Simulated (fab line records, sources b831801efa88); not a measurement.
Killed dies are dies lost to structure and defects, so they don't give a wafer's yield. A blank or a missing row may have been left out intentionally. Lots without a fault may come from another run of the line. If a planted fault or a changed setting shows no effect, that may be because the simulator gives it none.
fab line records    flow sky130
[record] lots = 12  wafers = 36  last_day = 50
route steps=708 shown VIA1@482 METAL2@503 VIA2@507 PAD_OPEN@708
lots untouched by any fault: they come from a run of this same line in which no faults occurred
start_h: start of the lot's first displayed wafer, in hours after the record's first day    wait_h: hours since the lot's step before    " identical to the entry in the row above    L1.1+2: a single row standing in for several wafers    - no value, or no start was given    * or withheld: withheld    < > ~ a bound
route shown NAME@n: names a module that has steps shown in the file, with the first one's number in the route    usual: the fault-free wafers' mean and standard deviation    same: alike in all rows    chamber/n: place in a boat    sites: readings site by site    _std_site: how widely they spread, as a standard deviation    _edge_site: mean of outer sites minus mean of inner sites    radius_mm: for every site, how far away it sits from the centre of the wafer    mask NAME#n: copy n    behind: tool/chamber where the wafer was last shaped    hold: reason for holding the lot/hours on hold/outcome of the hold    device: transistor that didn't switch, given as n, p or np    end of line: tests of these same wafers at the route's end    step lacking rows: just its recipe    killed: count of dies lost to structure and defects at first sort (not the wafer's yield)    map: a wafer's dies, x killed, . not, _ none there
set.NAME: setting as actually run; set.NAME@STEP: the setting as run at that earlier step    model.NAME: the simulator's own value behind a step, which no gauge read
a sample of lots followed through the steps of the route, with each step as a table and each wafer as a row
services: a tool's chamber out of use, with start hour (start_h, from the record's first day; less than 0 if before it), hours out, and reason
[[steps]]
[step SKY_VIA1_CMP_24]
[recipe] stop_on = SiO2  t_overpolish_s = 15  down_force_psi = 3.5  platen_rpm = 60  target_thk_nm = 0  pad_velocity_m_s = 0.94248
[usual] motor_current_A = 10.9/1  overpolish_run_s = 14.999/0.0098  time_to_endpoint_s = 63/3.3
lot.wafer  tool    chamber  start_h  wait_h  motor_current_A  overpolish_run_s  time_to_endpoint_s
L805.4     cmp-02  1        802.41   0.0     10.1             15.003            61
L805.2     "       2        "        "       9.9              14.989            62
L805.3     "       0        "        "       11.4             15.001            62
L807.4     cmp-01  3        816.45   0.0     10.1             14.993            68
L807.1     "       2        "        "       14.4             14.987            70
L807.5     "       0        "        "       11.0             15.004            66
L810.2     cmp-01  1        842.41   0.1     11.4             14.994            63
L810.1     "       3        "        "       10.9             14.998            64
L810.6     "       1        "        "       11.2             15.012            62
L812.2     cmp-02  0        871.58   0.2     11.8             14.999            63
L812.5     "       3        "        "       10.4             14.999            60
L812.6     "       0        "        "       11.6             15.002            64
L815.2     cmp-01  0        885.22   0.0     11.2             15.001            70
L815.3     "       1        "        "       11.3             15.002            61
L815.1     "       2        "        "       13.4             15.006            70
L817.3     cmp-01  0        902.91   0.0     11.6             15.015            66
L817.1     "       1        "        "       11.6             15.004            66
L817.6     "       1        "        "       11.6             14.998            66
L818.4     cmp-02  2        920.83   0.1     9.0              15.004            58
L818.2     "       0        "        "       12.0             14.997            61
L818.6     "       2        "        "       9.7              14.990            64
L821.4     cmp-02  2        923.00   0.1     9.9              15.005            61
L821.5     "       1        "        "       9.3              15.005            59
L821.6     "       2        "        "       9.7              14.991            60
L820.1     cmp-01  3        923.45   0.1     10.6             15.014            64
L820.3     "       2        "        "       13.5             15.001            65
L820.6     "       0        "        "       11.6             14.997            61
L822.3     cmp-02  1        928.82   0.1     10.4             15.014            63
L822.4     "       2        "        "       9.8              15.004            62
L822.5     "       0        "        "       11.5             14.989            60
L826.1     cmp-02  2        952.01   0.1     9.7              14.995            63
L826.5     "       0        "        "       11.5             14.990            62
L826.6     "       1        "        "       10.1             15.006            63
L828.1     cmp-02  2        964.47   0.1     9.7              14.974            60
L828.6     "       2        "        "       9.6              14.987            56
L828.5     "       3        "        "       10.9             15.006            62
[step SKY_METAL2_STRIP_20]
[recipe] chemistry = O2/N2  power_w = 1400  pressure_mtorr = 1500  platen_temp_c = withheld  o2_flow_sccm = 3000  n2_flow_sccm = 300  overash_fraction = 0.5
[usual] drypump_motor_current_A = 5.7/0.39  oes_product_au = 0.342/0.0045  strip_time_to_endpoint_s = 2.69/0.04
lot.wafer  tool             chamber  start_h  wait_h  drypump_motor_current_A  oes_product_au  rf_hours_counter_h  strip_time_to_endpoint_s
L805.2     plasma_asher-01  0        830.18   0.1     5.0                      0.342           67                  2.70
L805.3     "                1        "        "       5.9                      0.346           -                   2.71
L805.4     "                0        "        "       5.1                      0.342           -                   2.72
L807.1     plasma_asher-01  0        843.53   0.1     5.1                      0.346           68                  2.72
L807.4     "                1        "        "       5.9                      0.339           -                   2.74
L807.5     "                0        "        "       5.1                      0.341           -                   2.69
L810.1     plasma_asher-01  0        869.53   0.1     5.0                      0.342           71                  2.66
L810.2     "                1        "        "       5.9                      0.344           71                  2.69
L810.6     "                0        "        "       5.0                      0.338           -                   2.68
L812.2     plasma_asher-01  1        898.16   0.1     5.9                      0.339           74                  2.75
L812.5     "                0        "        "       5.1                      0.347           -                   2.70
L812.6     "                1        "        "       5.9                      0.351           -                   2.76
L815.1     plasma_asher-04  1        911.71   0.1     5.7                      0.337           14                  2.68
L815.2     "                0        "        "       5.5                      0.338           14                  2.68
L815.3     "                1        "        "       5.7                      0.344           -                   2.70
L817.1     plasma_asher-04  1        929.11   0.1     5.7                      0.336           16                  2.71
L817.3     "                1        "        "       5.7                      0.354           -                   2.69
L817.6     "                1        "        "       5.7                      0.352           -                   2.72
L818.2     plasma_asher-02  1        946.38   0.1     5.9                      0.340           107                 2.68
L818.4     "                1        "        "       5.9                      0.344           -                   2.70
L818.6     "                1        "        "       5.9                      0.343           -                   2.70
L821.4     plasma_asher-01  0        948.01   0.1     5.0                      0.349           -                   2.69
L821.5     "                0        "        "       5.0                      0.346           -                   2.67
L821.6     "                1        "        "       5.9                      0.331           -                   2.61
L820.1     plasma_asher-04  1        948.93   0.1     5.6                      0.346           18                  2.69
L820.3     "                0        "        "       5.5                      0.337           -                   2.69
L820.6     "                0        "        "       5.6                      0.339           -                   2.69
L822.3     plasma_asher-01  1        953.61   0.1     5.9                      0.341           -                   2.66
L822.4     "                0        "        "       5.1                      0.329           -                   2.59
L822.5     "                0        "        "       5.1                      0.335           -                   2.66
L826.1     plasma_asher-04  1        976.73   0.1     5.7                      0.340           21                  2.73
L826.5     "                1        "        "       5.7                      0.348           -                   2.62
L826.6     "                0        "        "       5.5                      0.345           -                   2.70
L828.1     plasma_asher-01  0        989.43   0.1     5.1                      0.343           83                  2.68
L828.5     "                1        "        "       5.9                      0.341           -                   2.70
L828.6     "                0        "        "       5.1                      0.344           -                   2.68
[step SKY_VIA2_HDPCVD_00]
[recipe] material = SiO2  target_thk_nm = 1180  sigma_open_frac = 0.3  time_s = 196.7  temp_c = 400  sih4_flow_sccm = 60  pressure_mtorr = 6
lot.wafer   tool       chamber  start_h  wait_h
L805.2+3+4  hdpcvd-02  1,2,1    830.83   0.0
L807.1+4+5  hdpcvd-02  2,2,0    844.16   0.0
L810.1+2+6  hdpcvd-02  2,1,0    870.17   0.0
L812.2+5+6  hdpcvd-02  1,1,0    898.79   0.0
L815.1+2+3  hdpcvd-01  2,1,0    912.32   0.0
L817.1+3+6  hdpcvd-02  2,1,0    929.71   0.0
L818.2+4+6  hdpcvd-02  2,2,1    946.99   0.0
L821.4+5+6  hdpcvd-02  0,1,2    948.75   0.1
L820.1+3+6  hdpcvd-02  1,2,1    949.53   0.0
L822.3+4+5  hdpcvd-02  2,2,1    954.18   0.0
L826.1+5+6  hdpcvd-01  2,0,2    977.32   0.0
L828.1+5+6  hdpcvd-01  1,0,1    990.05   0.0
[step SKY_VIA2_THK_MEAS_01]
[recipe] reads = SiO2_of_VIA2_HDPCVD_00
[usual] VIA2_HDPCVD_THK = 1181/11
lot.wafer  tool           chamber  start_h  wait_h  VIA2_HDPCVD_THK[nm]
L805.2     film_metro-01  -        830.97   0.1     1191
L805.3     "              -        "        "       1200
L805.4     "              -        "        "       1186
L807.1     film_metro-04  -        844.28   0.1     1182
L807.4     "              -        "        "       1180
L807.5     "              -        "        "       1188
L810.1     film_metro-03  -        870.29   0.1     1179
L810.2     "              -        "        "       1177
L810.6     "              -        "        "       1183
L812.2     film_metro-04  -        898.93   0.1     1194
L812.5     "              -        "        "       1197
L812.6     "              -        "        "       1178
L815.1     film_metro-03  -        912.45   0.1     1162
L815.2     "              -        "        "       1186
L815.3     "              -        "        "       1179
L817.1     film_metro-03  -        929.83   0.1     1176
L817.3     "              -        "        "       1166
L817.6     "              -        "        "       1165
L818.2     film_metro-01  -        947.13   0.1     1171
L818.4     "              -        "        "       1198
L818.6     "              -        "        "       2175
L821.4     film_metro-01  -        948.85   0.0     1184
L821.5     "              -        "        "       2179
L821.6     "              -        "        "       1187
L820.1     film_metro-03  -        949.65   0.1     2168
L820.3     "              -        "        "       1172
L820.6     "              -        "        "       2172
L822.3     film_metro-03  -        954.32   0.1     1181
L822.4     "              -        "        "       1187
L822.5     "              -        "        "       2176
L826.1     film_metro-04  -        977.45   0.1     1170
L826.5     "              -        "        "       1161
L826.6     "              -        "        "       1164
L828.1     film_metro-01  -        990.18   0.1     1187
L828.5     "              -        "        "       1191
L828.6     "              -        "        "       1190
[step SKY_VIA2_CD_MEAS_12]
[recipe] target_cd_nm = 200
[usual] cd_nm = 199.9/1.5
lot.wafer  tool       chamber  start_h  wait_h  cd_nm
L805.2     cd_sem-02  -        857.79   -       199.6
L805.3     "          -        "        "       197.2
L805.4     "          -        "        "       197.9
L807.1     cd_sem-01  -        871.62   -       199.5
L807.4     "          -        "        "       200.6
L807.5     "          -        "        "       199.1
L810.1     cd_sem-01  -        896.47   -       201.7
L810.2     "          -        "        "       199.5
L810.6     "          -        "        "       200.6
L812.2     cd_sem-02  -        923.89   -       200.2
L812.5     "          -        "        "       200.8
L812.6     "          -        "        "       201.0
L815.1     cd_sem-01  -        937.89   -       200.5
L815.2     "          -        "        "       199.6
L815.3     "          -        "        "       199.9
L817.1     cd_sem-02  -        953.94   -       200.8
L817.3     "          -        "        "       200.8
L817.6     "          -        "        "       201.0
L818.2     cd_sem-02  -        971.59   -       200.1
L818.4     "          -        "        "       200.9
L818.6     "          -        "        "       200.5
L821.4     cd_sem-02  -        973.23   -       199.6
L821.5     "          -        "        "       199.4
L821.6     "          -        "        "       201.2
L820.1     cd_sem-02  -        974.77   -       202.6
L820.3     "          -        "        "       200.1
L820.6     "          -        "        "       201.9
L822.3     cd_sem-02  -        978.91   -       201.4
L822.4     "          -        "        "       202.5
L822.5     "          -        "        "       202.7
L826.1     cd_sem-02  -        1001.52  -       199.7
L826.5     "          -        "        "       200.4
L826.6     "          -        "        "       201.0
L828.1     cd_sem-01  -        1013.67  -       200.3
L828.5     "          -        "        "       200.8
L828.6     "          -        "        "       200.6
[step SKY_PAD_OPEN_PROBE_99]
[usual] defect_limited_yield = 82.6/2.2  killed_at_M0_to_M3 = 44/8.6  killed_at_M4_up = 3.4/1.9  killed_at_contacts = 23/5.7  killed_at_front_end = 15/4.5  killed_at_other = 0.4/0.62  killed_dies = 86/11  killed_open = 46/7.6  killed_short = 39/6.3  sort_bin_3_pad_short = 0.9/0.43  sort_bin_5_function = 10.2/1.7  sort_bin_6_memory = 6.3/1.2  sort_n_pass = 406/11  sort_yield_pct = 82.6/2.2
[same] gross_dies = 492  killed_at_back_side = 0  sort_bin_4_leakage[%] = 0  sort_bin_8_speed[%] = 0
lot.wafer  tool       chamber  start_h  wait_h  defect_limited_yield[%]  killed_at_M0_to_M3  killed_at_M4_up  killed_at_contacts  killed_at_front_end  killed_at_other  killed_dies  killed_open  killed_short  sort_bin_3_pad_short[%]  sort_bin_5_function[%]  sort_bin_6_memory[%]  sort_n_pass  sort_yield_pct[%]
L805.2     prober-02  -        1085.44  0.1     83.3                     37                  5                32                  7                    1                82           42           40            0.8                      8.1                     7.7                   410          83.3
L805.3     prober-02  -        1085.49  0.2     83.7                     44                  4                24                  8                    0                80           37           43            0.8                      8.9                     6.5                   412          83.7
L805.4     prober-02  -        1085.54  0.2     80.5                     51                  7                25                  13                   0                96           50           46            1.4                      10.8                    7.3                   396          80.5
L807.1     prober-02  -        1095.36  0.1     79.5                     60                  3                16                  21                   1                101          53           47            1.2                      12.8                    6.5                   391          79.5
L807.4     prober-02  -        1095.51  0.2     81.9                     42                  2                28                  16                   1                89           52           37            0.4                      11.0                    6.7                   403          81.9
L807.5     prober-02  -        1095.56  0.2     82.5                     35                  5                26                  19                   1                86           51           34            0.6                      9.6                     7.3                   406          82.5
L812.2     prober-01  -        1138.51  0.1     82.9                     39                  5                24                  16                   0                84           44           40            1.4                      10.0                    5.7                   408          82.9
L812.5     prober-01  -        1138.66  0.2     80.7                     55                  5                19                  16                   0                95           47           48            0.8                      12.4                    6.1                   397          80.7
L812.6     prober-01  -        1138.71  0.2     81.9                     53                  2                17                  16                   1                89           54           35            0.4                      11.6                    6.1                   403          81.9
L815.1     prober-02  -        1145.96  0.1     82.5                     44                  2                22                  18                   0                86           51           35            1.2                      10.0                    6.3                   406          82.5
L815.2     prober-02  -        1146.01  0.1     81.3                     43                  3                26                  20                   0                92           54           38            0.6                      11.6                    6.5                   400          81.3
L815.3     prober-02  -        1146.06  0.2     82.3                     31                  1                28                  27                   0                87           53           34            0.6                      12.4                    4.7                   405          82.3
L818.2     prober-02  -        1174.34  0.1     79.5                     54                  0                27                  19                   1                101          59           42            0.2                      13.4                    6.9                   391          79.5
L818.4     prober-02  -        1174.44  0.2     84.3                     37                  5                24                  10                   1                77           40           37            1.4                      9.1                     5.1                   415          84.3
L818.6     prober-02  -        1174.54  0.2     83.9                     36                  5                26                  12                   0                79           49           30            1.2                      9.3                     5.5                   413          83.9
L821.4     prober-02  -        1175.28  0.2     84.6                     45                  2                18                  11                   0                76           36           40            1.4                      8.7                     5.3                   416          84.6
L821.5     prober-02  -        1175.33  0.2     82.7                     46                  4                18                  16                   1                85           46           38            0.8                      9.3                     7.1                   407          82.7
L821.6     prober-02  -        1175.38  0.2     85.2                     38                  5                20                  10                   0                73           39           34            0.4                      10.0                    4.5                   419          85.2
L820.1     prober-01  -        1176.64  0.1     83.7                     40                  3                19                  18                   0                80           47           33            1.2                      10.2                    4.9                   412          83.7
L820.3     prober-01  -        1176.74  0.2     84.1                     36                  5                19                  18                   0                78           35           43            0.6                      9.3                     5.9                   414          84.1
L820.6     prober-01  -        1176.89  0.2     87.2                     28                  3                21                  11                   0                63           38           25            0.8                      6.9                     5.1                   429          87.2
L822.3     prober-01  -        1180.24  0.2     81.1                     54                  5                27                  7                    0                93           49           44            0.2                      12.8                    5.9                   399          81.1
L822.4     prober-01  -        1180.29  0.2     82.3                     39                  8                20                  20                   0                87           46           41            0.2                      12.2                    5.3                   405          82.3
L822.5     prober-01  -        1180.34  0.2     82.9                     50                  2                23                  9                    0                84           47           37            0.8                      9.3                     6.9                   408          82.9
L826.1     prober-01  -        1194.92  0.1     84.1                     36                  0                33                  8                    1                78           35           43            1.0                      10.0                    4.9                   414          84.1
L826.5     prober-01  -        1195.12  0.2     86.6                     37                  2                18                  9                    0                66           28           38            0.6                      7.3                     5.5                   426          86.6
L826.6     prober-01  -        1195.17  0.2     85.2                     35                  1                23                  14                   0                73           39           34            1.4                      7.7                     5.7                   419          85.2
L828.1     prober-01  -        1201.97  0.1     83.9                     39                  6                22                  12                   0                79           42           36            2.0                      7.5                     6.5                   413          83.9
L828.5     prober-01  -        1202.17  0.2     79.1                     47                  3                30                  22                   1                103          57           46            1.0                      13.4                    6.5                   389          79.1
L828.6     prober-01  -        1202.22  0.2     82.9                     40                  2                26                  16                   0                84           46           38            0.8                      11.4                    4.9                   408          82.9
// killed by level:class
L805.2 CONTACT:geometric_particle:open=11 CONTACT:geometric_particle:short=11 VIA1:geometric_particle:open=8 METAL2:geometric_particle:short=6 LI_CONTACT:geometric_particle:open=5 VIA2:geometric_particle:short=5 VIA2:geometric_particle:open=4 VIA3:geometric_particle:open=4
L805.3 CONTACT:geometric_particle:open=10 VIA1:geometric_particle:open=10 VIA1:geometric_particle:short=8 METAL2:geometric_particle:short=6 FIELD_ISO:geometric_particle:short=5 VIA2:geometric_particle:open=5 LOCAL_INTERCONNECT:geometric_particle:short=5 METAL3:geometric_particle:short=4
L805.4 VIA2:geometric_particle:open=10 CONTACT:geometric_particle:open=9 VIA1:geometric_particle:open=9 METAL2:geometric_particle:short=8 POLY_GATE:geometric_particle:short=7 LI_CONTACT:geometric_particle:open=6 VIA1:geometric_particle:short=6 CONTACT:geometric_particle:short=5
L807.1 VIA1:geometric_particle:open=14 VIA2:geometric_particle:open=13 METAL2:geometric_particle:short=7 POLY_GATE:geometric_particle:open=6 POLY_GATE:geometric_particle:short=6 VIA3:geometric_particle:open=6 CONTACT:geometric_particle:open=5 METAL1:geometric_particle:short=5
L807.4 CONTACT:geometric_particle:open=9 VIA3:geometric_particle:open=9 VIA2:geometric_particle:open=8 VIA1:geometric_particle:open=8 POLY_GATE:geometric_particle:open=6 CONTACT:geometric_particle:short=6 METAL2:geometric_particle:short=5 LI_CONTACT:geometric_particle:open=4
L807.5 METAL1:geometric_particle:short=11 CONTACT:geometric_particle:open=10 LI_CONTACT:geometric_particle:open=8 VIA1:geometric_particle:open=8 POLY_GATE:geometric_particle:open=7 CONTACT:geometric_particle:short=5 VIA3:geometric_particle:open=5 POLY_GATE:geometric_particle:short=4
L812.2 LI_CONTACT:geometric_particle:open=7 LOCAL_INTERCONNECT:geometric_particle:short=7 CONTACT:geometric_particle:open=6 VIA1:geometric_particle:open=6 VIA2:geometric_particle:open=6 METAL4:geometric_particle:short=5 METAL2:geometric_particle:open=5 VIA2:geometric_particle:short=5
L812.5 VIA1:geometric_particle:open=14 METAL1:geometric_particle:short=8 CONTACT:geometric_particle:open=7 METAL2:geometric_particle:short=7 VIA3:geometric_particle:open=6 METAL4:geometric_particle:short=5 METAL3:geometric_particle:short=5 FIELD_ISO:geometric_particle:open=4
L812.6 VIA1:geometric_particle:open=11 VIA2:geometric_particle:open=9 CONTACT:geometric_particle:open=9 FIELD_ISO:geometric_particle:open=6 METAL2:geometric_particle:short=6 METAL3:geometric_particle:short=6 VIA3:geometric_particle:open=6 VIA2:geometric_particle:short=5
L815.1 VIA1:geometric_particle:open=14 FIELD_ISO:geometric_particle:open=8 VIA2:geometric_particle:open=8 CONTACT:geometric_particle:short=6 FIELD_ISO:geometric_particle:short=5 CONTACT:geometric_particle:open=5 LI_CONTACT:geometric_particle:open=5 LOCAL_INTERCONNECT:geometric_particle:short=5
L815.2 VIA1:geometric_particle:open=12 CONTACT:geometric_particle:open=8 POLY_GATE:geometric_particle:open=7 VIA2:geometric_particle:open=7 VIA1:geometric_particle:short=6 LI_CONTACT:geometric_particle:open=5 LI_CONTACT:geometric_particle:short=5 METAL2:geometric_particle:short=5
L815.3 CONTACT:geometric_particle:open=9 VIA1:geometric_particle:open=9 FIELD_ISO:geometric_particle:open=7 POLY_GATE:geometric_particle:open=7 LI_CONTACT:geometric_particle:open=7 VIA3:geometric_particle:open=7 CONTACT:geometric_particle:short=6 FIELD_ISO:geometric_particle:short=5
L818.2 VIA3:geometric_particle:open=13 CONTACT:geometric_particle:open=8 VIA2:geometric_particle:open=8 LI_CONTACT:geometric_particle:open=8 METAL1:geometric_particle:short=8 POLY_GATE:geometric_particle:short=6 VIA1:geometric_particle:open=6 POLY_GATE:geometric_particle:open=5
L818.4 CONTACT:geometric_particle:open=11 VIA1:geometric_particle:open=10 METAL1:geometric_particle:short=6 LI_CONTACT:geometric_particle:open=5 CONTACT:geometric_particle:short=5 POLY_GATE:geometric_particle:short=4 METAL3:geometric_particle:short=4 METAL4:geometric_particle:short=4
L818.6 CONTACT:geometric_particle:open=9 VIA1:geometric_particle:open=7 VIA3:geometric_particle:open=7 LI_CONTACT:geometric_particle:open=6 LOCAL_INTERCONNECT:geometric_particle:short=5 POLY_GATE:geometric_particle:open=4 VIA1:geometric_particle:short=4 POLY_GATE:geometric_particle:short=3
L821.4 VIA1:geometric_particle:open=10 METAL2:geometric_particle:short=10 CONTACT:geometric_particle:open=8 FIELD_ISO:geometric_particle:short=5 VIA1:geometric_particle:short=5 VIA2:geometric_particle:open=5 CONTACT:geometric_particle:short=4 LI_CONTACT:geometric_particle:open=3
L821.5 VIA2:geometric_particle:open=11 LI_CONTACT:geometric_particle:open=7 VIA1:geometric_particle:open=7 VIA2:geometric_particle:short=7 FIELD_ISO:geometric_particle:short=5 METAL1:geometric_particle:short=5 VIA3:geometric_particle:open=5 POLY_GATE:geometric_particle:open=4
L821.6 VIA1:geometric_particle:open=12 LI_CONTACT:geometric_particle:open=7 METAL1:geometric_particle:short=7 VIA2:geometric_particle:open=6 LOCAL_INTERCONNECT:geometric_particle:short=5 METAL2:geometric_particle:short=4 METAL4:geometric_particle:short=4 FIELD_ISO:geometric_particle:short=3
L820.1 CONTACT:geometric_particle:open=10 VIA1:geometric_particle:open=10 VIA3:geometric_particle:open=7 METAL1:geometric_particle:short=6 POLY_GATE:geometric_particle:open=5 FIELD_ISO:geometric_particle:open=4 LI_CONTACT:geometric_particle:open=4 CONTACT:geometric_particle:short=4
L820.3 VIA1:geometric_particle:open=11 METAL1:geometric_particle:short=8 CONTACT:geometric_particle:open=6 METAL2:geometric_particle:short=6 FIELD_ISO:geometric_particle:open=5 POLY_GATE:geometric_particle:short=4 LI_CONTACT:geometric_particle:short=4 LOCAL_INTERCONNECT:geometric_particle:short=4
L820.6 CONTACT:geometric_particle:open=7 VIA1:geometric_particle:open=6 LI_CONTACT:geometric_particle:open=5 CONTACT:geometric_particle:short=4 VIA2:geometric_particle:open=4 VIA3:geometric_particle:short=4 POLY_GATE:geometric_particle:open=3 LOCAL_INTERCONNECT:geometric_particle:short=3
L822.3 VIA1:geometric_particle:open=14 VIA3:geometric_particle:open=11 LI_CONTACT:geometric_particle:open=8 CONTACT:geometric_particle:open=8 METAL1:geometric_particle:short=6 LOCAL_INTERCONNECT:geometric_particle:short=5 VIA2:geometric_particle:open=5 VIA3:geometric_particle:short=5
L822.4 VIA1:geometric_particle:open=8 VIA3:geometric_particle:open=6 FIELD_ISO:geometric_particle:short=5 CONTACT:geometric_particle:open=5 POLY_GATE:geometric_particle:open=4 LI_CONTACT:geometric_particle:open=4 METAL1:geometric_particle:short=4 VIA2:geometric_particle:open=4
L822.5 VIA2:geometric_particle:open=10 CONTACT:geometric_particle:open=9 VIA1:geometric_particle:open=9 LI_CONTACT:geometric_particle:open=6 METAL1:geometric_particle:short=6 METAL2:geometric_particle:short=6 CONTACT:geometric_particle:short=5 VIA1:geometric_particle:short=4
L826.1 LI_CONTACT:geometric_particle:open=9 CONTACT:geometric_particle:open=9 METAL1:geometric_particle:short=7 LOCAL_INTERCONNECT:geometric_particle:short=6 LI_CONTACT:geometric_particle:short=6 METAL2:geometric_particle:short=6 VIA3:geometric_particle:short=4 VIA1:geometric_particle:open=3
L826.5 VIA2:geometric_particle:open=8 FIELD_ISO:geometric_particle:short=6 VIA1:geometric_particle:open=6 LI_CONTACT:geometric_particle:open=5 CONTACT:geometric_particle:short=5 LOCAL_INTERCONNECT:geometric_particle:short=4 METAL1:geometric_particle:short=4 VIA1:geometric_particle:short=4
L826.6 CONTACT:geometric_particle:open=11 VIA2:geometric_particle:open=7 LI_CONTACT:geometric_particle:open=6 VIA1:geometric_particle:open=6 METAL1:geometric_particle:short=5 METAL3:geometric_particle:short=4 LOCAL_INTERCONNECT:geometric_particle:short=4 VIA3:geometric_particle:open=4
L828.1 VIA1:geometric_particle:open=11 LI_CONTACT:geometric_particle:open=8 CONTACT:geometric_particle:open=6 METAL4:geometric_particle:short=5 VIA3:geometric_particle:open=5 VIA1:geometric_particle:short=4 METAL2:geometric_particle:short=4 VIA2:geometric_particle:open=4
L828.5 VIA1:geometric_particle:open=14 CONTACT:geometric_particle:open=11 LI_CONTACT:geometric_particle:open=10 FIELD_ISO:geometric_particle:short=7 METAL1:geometric_particle:short=7 METAL2:geometric_particle:short=7 POLY_GATE:geometric_particle:short=5 FIELD_ISO:geometric_particle:open=4
L828.6 VIA1:geometric_particle:open=15 LI_CONTACT:geometric_particle:open=6 CONTACT:geometric_particle:short=6 POLY_GATE:geometric_particle:short=5 LOCAL_INTERCONNECT:geometric_particle:short=5 METAL1:geometric_particle:short=5 VIA3:geometric_particle:open=5 FIELD_ISO:geometric_particle:short=4
[[services]]
tool             chamber  start_h  hours  kind
cmp-01           -        802.19   6.9    pm
plasma_asher-04  -        819.08   15.6   pm
cmp-01           -        822.10   3.9    pm
hdpcvd-02        -        862.31   2.8    pm
plasma_asher-02  -        881.36   1.2    repair
cmp-02           -        893.84   1.1    repair
plasma_asher-04  -        899.67   3.3    repair
plasma_asher-02  -        908.21   11.7   repair
cmp-02           -        912.49   4.0    pm
cmp-02           -        916.49   -      consumable_replace:conditioner
cmp-02           -        916.49   -      consumable_replace:pad
cmp-01           -        928.37   1.1    repair
hdpcvd-01        -        950.25   15.0   pm
hdpcvd-01        0        950.25   15.0   vent_cycle
hdpcvd-01        1        950.25   15.0   vent_cycle
hdpcvd-01        2        950.25   15.0   vent_cycle
plasma_asher-04  -        952.09   2.5    repair
hdpcvd-01        0        965.25   -      clean
hdpcvd-01        1        965.25   -      clean
hdpcvd-01        2        965.25   -      clean
cmp-01           -        973.00   2.0    repair
[[key]]
[first_sign] step = SKY_VIA2_THK_MEAS_01  reading = VIA2_HDPCVD_THK  direction = up  sigmas = 92  usual = 1181  struck = 2174
effect none on later readings
met_at SKY_VIA2_HDPCVD_00
struck_lots L818,L820,L821,L822
struck_wafers L818.6,L820.1,L820.6,L821.5,L822.5
not_acting_at SKY_VIA1_CMP_24,SKY_METAL2_STRIP_20,SKY_VIA2_CD_MEAS_12
onset_between 929.71 946.99
[fault] kind = process_parameter_drift  tool = hdpcvd-02  chamber = 1  onset_h = 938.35  steps = SKY_VIA2_HDPCVD_00  channel = target_thk_nm  offset = 990.31  shape = step  end_h = 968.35  acts_in = these_recipes_only  stated = 1180
